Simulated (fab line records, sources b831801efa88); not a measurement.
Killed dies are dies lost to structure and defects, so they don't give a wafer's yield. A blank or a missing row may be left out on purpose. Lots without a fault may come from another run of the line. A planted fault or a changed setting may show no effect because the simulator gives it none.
Which tool did it? | flow sky130 | 14 lots, 42 wafers sampled, at 1 step of a route of 708

WHAT THE GAUGES READ, wafer by wafer
The record holds no reading of a measuring or inspecting step that can be judged against a usual standard deviation.

WHICH TOOL RAN EACH LOT (tool, then ch and the chambers of the sampled wafers, then the start)
lot  | SKY_RES_XHIGH_SOFTBAKE_03
L730 | litho_track-02 ch 0, day 26 10:44
L731 | litho_track-02 ch 0, day 27 04:34
L734 | litho_track-02 ch 0, day 28 02:37
L735 | litho_track-03 ch 0, day 28 06:16
L736 | litho_track-02 ch 0, day 28 18:37
L737 | litho_track-03 ch 0, day 29 00:49
L739 | litho_track-03 ch 0, day 29 04:40
L749 | litho_track-03 ch 0, day 32 19:19
L748 | litho_track-02 ch 0, day 32 19:25
L747 | litho_track-03 ch 0, day 32 19:57
L750 | litho_track-02 ch 0, day 32 22:47
L751 | litho_track-02 ch 0, day 32 23:58
L752 | litho_track-02 ch 0, day 33 04:55
L753 | litho_track-02 ch 0, day 33 12:10
- SKY_RES_XHIGH_SOFTBAKE_03: time 60 s.

WHAT THE TOOLS THEMSELVES READ (means of the sampled wafers that have a number; where no wafer has one, the mark that the record gives instead)
SKY_RES_XHIGH_SOFTBAKE_03. Usual: heater_power_total_W 56.60 W, standard deviation 0.043; plate_temp_C 89.99 C, standard deviation 0.11.
lot  | tool           | heater_power_total_W (W) | plate_temp_C (C) | flag
L730 | litho_track-02 | 56.57                    | 90.05            |
L731 | litho_track-02 | 56.58                    | 89.90            |
L734 | litho_track-02 | 56.65                    | 89.97            |
L735 | litho_track-03 | 56.58                    | 90.00            |
L736 | litho_track-02 | 56.60                    | 89.92            |
L737 | litho_track-03 | 55.95                    | 89.24            | OFF
L739 | litho_track-03 | 55.90                    | 89.18            | OFF
L749 | litho_track-03 | 56.61                    | 90.00            |
L748 | litho_track-02 | 56.60                    | 90.13            |
L747 | litho_track-03 | 56.62                    | 89.86            |
L750 | litho_track-02 | 56.60                    | 90.06            |
L751 | litho_track-02 | 56.54                    | 89.98            |
L752 | litho_track-02 | 56.64                    | 89.95            |
L753 | litho_track-02 | 56.60                    | 90.03            |

THE ANSWER, worked out from the rows above alone
Rule: a lot is off if the mean of its wafers that have a number lies more than 3 standard deviations from the usual mean. A lot without any number at a reading at which 4 lots or more have one is off too. The other lots that the step has rows for count as sound. The gauges are gone through in route order, then the tools' own readings, and for those a lot's mean is taken as printed above. The first step at which some lot is off is used, and at that step the reading that is off furthest; a lot without a number counts as furthest.
Off: L737, L739, at SKY_RES_XHIGH_SOFTBAKE_03 (heater_power_total_W).
A tool fits if, at that step or a process step before it, it ran every lot that is off, and no sound lot after the first of them. None of those tried fits.

WHAT THE SIMULATOR HAD PUT IN
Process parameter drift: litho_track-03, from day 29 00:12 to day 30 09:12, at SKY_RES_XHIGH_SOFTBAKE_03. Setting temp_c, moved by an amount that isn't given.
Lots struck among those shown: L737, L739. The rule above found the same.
